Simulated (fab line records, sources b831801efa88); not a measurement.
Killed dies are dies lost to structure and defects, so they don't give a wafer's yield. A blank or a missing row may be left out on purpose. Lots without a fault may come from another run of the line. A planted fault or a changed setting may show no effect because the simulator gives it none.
Which tool did it? | flow gf180mcu | 12 lots, 36 wafers sampled, at 6 steps of a route of 602

WHAT THE GAUGES READ, wafer by wafer
GF_STI_THK_MEAS_22. Usual: STI_OXIDATION_01_THK 14.94 nm, standard deviation 0.3.
lot  | measured    | on            | STI_OXIDATION_01_THK (nm) | flag
L530 | day 2 14:24 | film_metro-02 | 15.42 14.97 15.13         |
L532 | day 3 00:31 | film_metro-02 | 14.78 14.92 14.81         |
L534 | day 3 09:37 | film_metro-04 | 15.14 14.94 14.99         |
L535 | day 3 15:27 | film_metro-02 | 15.10 15.24 15.26         |
L536 | day 3 21:58 | film_metro-02 | 14.96 14.62 14.68         |
L537 | day 4 01:53 | film_metro-04 | 14.67 14.47 14.59         |
L538 | day 4 08:13 | film_metro-02 | 14.97 14.69 14.82         |
L546 | day 6 04:11 | film_metro-03 | 14.59 14.65 14.44         |
L548 | day 6 12:46 | film_metro-02 | 15.36 15.42 15.49         |
L549 | day 6 18:07 | film_metro-03 | 15.01 15.18 15.22         |
L550 | day 7 00:58 | film_metro-04 | 15.38 15.26 15.16         |
L551 | day 7 06:02 | film_metro-02 | 15.56 15.40 15.42         |

GF_NWELL_TW_MEAS_11. Usual: NWELL_TW 1574, standard deviation 7.
lot  | measured    | on            | NWELL_TW       | flag
L530 | day 3 18:43 | film_metro-01 | 1576 1577 1577 |
L532 | day 4 06:22 | film_metro-04 | 1565 1581 1568 |
L534 | day 4 15:07 | film_metro-03 | 1560 1567 1570 |
L535 | day 4 21:57 | film_metro-01 | 1590 1588 1587 |
L536 | day 5 03:58 | film_metro-03 | 1569 1565 1566 |
L537 | day 5 08:28 | film_metro-04 | 1570 1562 1565 |
L538 | day 5 15:28 | film_metro-01 | 1592 1589 1587 |
L546 | day 7 18:03 | film_metro-03 | 1578 1577 1591 |
L548 | day 7 22:51 | film_metro-04 | 1570 1575 1580 |
L549 | day 8 04:37 | film_metro-01 | 1580 1579 1577 |
L550 | day 8 12:30 | film_metro-04 | 1580 1581 1577 |
L551 | day 8 17:40 | film_metro-04 | 1572 1579 1570 |

GF_MVSD_TW_MEAS_11. Usual: MVSD_TW 1594, standard deviation 6.5.
lot  | measured     | on            | MVSD_TW        | flag
L530 | day 4 22:43  | film_metro-03 | 1593 1580 1598 |
L532 | day 5 11:10  | film_metro-04 | 1585 1584 1587 |
L534 | day 5 19:40  | film_metro-03 | 1582 1590 1586 |
L535 | day 6 02:40  | film_metro-04 | 1596 1589 1591 |
L536 | day 6 08:37  | film_metro-04 | 1591 1592 1591 |
L537 | day 6 13:16  | film_metro-04 | 1629 1642 1639 | OFF
L538 | day 6 21:46  | film_metro-01 | 1643 1624 1628 | OFF
L546 | day 9 03:52  | film_metro-01 | 1592 1589 1594 |
L548 | day 9 08:52  | film_metro-01 | 1606 1597 1588 |
L549 | day 9 15:07  | film_metro-03 | 1591 1591 1598 |
L550 | day 10 04:03 | film_metro-01 | 1596 1603 1596 |
L551 | day 10 05:25 | film_metro-03 | 1593 1595 1601 |

GF_VT_IMPLANT_RS_MEAS_46: measures by four-point-probe. Usual: MVSD_RS 456.7 ohm/sq, standard deviation 1.1.
lot  | measured     | on            | MVSD_RS (ohm/sq)  | flag
L530 | day 8 00:28  | film_metro-03 | 456.5 458.0 456.7 |
L532 | day 8 16:31  | film_metro-03 | 458.5 457.1 457.8 |
L534 | day 9 03:01  | film_metro-01 | 455.5 455.8 457.5 |
L535 | day 9 11:13  | film_metro-03 | 456.5 457.5 455.7 |
L536 | day 9 18:47  | film_metro-01 | 454.9 457.3 456.3 |
L537 | day 10 03:13 | film_metro-03 | 436.1 434.2 434.6 | OFF
L538 | day 10 08:10 | film_metro-03 | 434.7 435.7 435.5 | OFF
L546 | day 12 22:52 | film_metro-01 | 456.0 458.6 457.7 |
L548 | day 13 11:34 | film_metro-01 | 455.2 456.6 457.4 |
L549 | day 13 13:43 | film_metro-01 | 457.0 456.3 456.2 |
L550 | day 14 04:19 | film_metro-04 | 456.4 456.8 455.9 |
L551 | day 14 06:45 | film_metro-01 | 457.5 459.3 458.3 |

WHICH TOOL RAN EACH LOT (tool, then ch and the chambers of the sampled wafers, then the start)
lot  | GF_DNWELL_STRIP_08                  | GF_MVSD_IMPLANT_08
L530 | plasma_asher-02 ch 0,1, day 3 05:44 | implanter-01 ch 0, day 4 22:19
L532 | plasma_asher-01 ch 0,1, day 3 16:22 | implanter-04 ch 0, day 5 10:47
L534 | plasma_asher-02 ch 0,1, day 4 01:22 | implanter-01 ch 0, day 5 19:16
L535 | plasma_asher-01 ch 0,1, day 4 07:46 | implanter-01 ch 0, day 6 02:16
L536 | plasma_asher-02 ch 0,1, day 4 13:55 | implanter-01 ch 0, day 6 08:14
L537 | plasma_asher-02 ch 0,1, day 4 17:55 | implanter-01 ch 0, day 6 12:52
L538 | plasma_asher-04 ch 0,1, day 5 00:58 | implanter-01 ch 0, day 6 21:22
L546 | plasma_asher-02 ch 0,1, day 7 02:04 | implanter-03 ch 0, day 9 03:28
L548 | plasma_asher-01 ch 0,1, day 7 06:40 | implanter-04 ch 0, day 9 08:28
L549 | plasma_asher-01 ch 0,1, day 7 12:07 | implanter-01 ch 0, day 9 14:43
L550 | plasma_asher-01 ch 0,1, day 7 20:04 | implanter-01 ch 0, day 10 03:39
L551 | plasma_asher-04 ch 0,1, day 8 00:43 | implanter-03 ch 0, day 10 05:02
- GF_DNWELL_STRIP_08: strips in O2/N2.
- GF_MVSD_IMPLANT_08

WHAT THE TOOLS THEMSELVES READ (means of the sampled wafers that have a number; where no wafer has one, the mark that the record gives instead)
GF_DNWELL_STRIP_08. Usual: drypump_motor_current_A 6.0 A, standard deviation 0.53; heater_power_w 354 W, standard deviation 24; oes_product_au 0.723 a.u., standard deviation 0.0048; strip_time_to_endpoint_s 36.93 s, standard deviation 0.1.
lot  | tool            | drypump_motor_current_A (A) | heater_power_w (W) | oes_product_au (a.u.) | strip_time_to_endpoint_s (s) | flag
L530 | plasma_asher-02 | 5.6                         | 379                | 0.721                 | 36.81                        |
L532 | plasma_asher-01 | 6.5                         | 350                | 0.726                 | 37.09                        |
L534 | plasma_asher-02 | 5.6                         | 384                | 0.722                 | 36.99                        |
L535 | plasma_asher-01 | 6.4                         | 346                | 0.726                 | 36.88                        |
L536 | plasma_asher-02 | 5.3                         | 360                | 0.724                 | 37.07                        |
L537 | plasma_asher-02 | 5.3                         | 366                | 0.720                 | 36.96                        |
L538 | plasma_asher-04 | 6.3                         | 336                | 0.720                 | 36.93                        |
L546 | plasma_asher-02 | 5.3                         | 365                | 0.727                 | 36.85                        |
L548 | plasma_asher-01 | 6.5                         | 350                | 0.716                 | 36.78                        |
L549 | plasma_asher-01 | 6.5                         | 350                | 0.722                 | 36.98                        |
L550 | plasma_asher-01 | 6.5                         | 352                | 0.718                 | 36.95                        |
L551 | plasma_asher-04 | 6.3                         | 330                | 0.723                 | 36.79                        |

GF_MVSD_IMPLANT_08. Usual: beam_on_s 10.04 s, standard deviation 0.23; end_station_pressure_torr 5.07e-06 Torr, standard deviation 2.7e-07; faraday_current_uA 89.9, standard deviation 2.
lot  | tool         | beam_on_s (s) | end_station_pressure_torr (Torr) | faraday_current_uA | flag
L530 | implanter-01 | 9.98          | 5.04e-06                         | 90.3               |
L532 | implanter-04 | 10.08         | 5.07e-06                         | 89.5               |
L534 | implanter-01 | 9.95          | 5.15e-06                         | 90.8               |
L535 | implanter-01 | 9.90          | 5.29e-06                         | 91.3               |
L536 | implanter-01 | 10.01         | 5.26e-06                         | 90.0               |
L537 | implanter-01 | 10.84         | 6.52e-05                         | 80.6               | OFF
L538 | implanter-01 | 11.23         | 6.62e-05                         | 77.5               | OFF
L546 | implanter-03 | 10.00         | 5.11e-06                         | 90.2               |
L548 | implanter-04 | 9.99          | 4.73e-06                         | 90.4               |
L549 | implanter-01 | 10.05         | 5.15e-06                         | 90.0               |
L550 | implanter-01 | 9.99          | 5.04e-06                         | 90.3               |
L551 | implanter-03 | 10.06         | 4.78e-06                         | 89.9               |

THE ANSWER, worked out from the rows above alone
Rule: a lot is off if the mean of its wafers that have a number lies more than 3 standard deviations from the usual mean. A lot without any number at a reading at which 4 lots or more have one is off too. The other lots that the step has rows for count as sound. The gauges are gone through in route order, then the tools' own readings, and for those a lot's mean is taken as printed above. The first step at which some lot is off is used, and at that step the reading that is off furthest; a lot without a number counts as furthest.
Off: L537, L538, at GF_MVSD_TW_MEAS_11 (MVSD_TW).
A tool fits if, at a process step before that reading, it ran every lot that is off, and no sound lot after the first of them. The gauges at GF_MVSD_TW_MEAS_11 aren't tried: what is off there is off at GF_VT_IMPLANT_RS_MEAS_46 too, on other tools, and a gauge's error can't cause that. None of those tried fits.

WHAT THE SIMULATOR HAD PUT IN
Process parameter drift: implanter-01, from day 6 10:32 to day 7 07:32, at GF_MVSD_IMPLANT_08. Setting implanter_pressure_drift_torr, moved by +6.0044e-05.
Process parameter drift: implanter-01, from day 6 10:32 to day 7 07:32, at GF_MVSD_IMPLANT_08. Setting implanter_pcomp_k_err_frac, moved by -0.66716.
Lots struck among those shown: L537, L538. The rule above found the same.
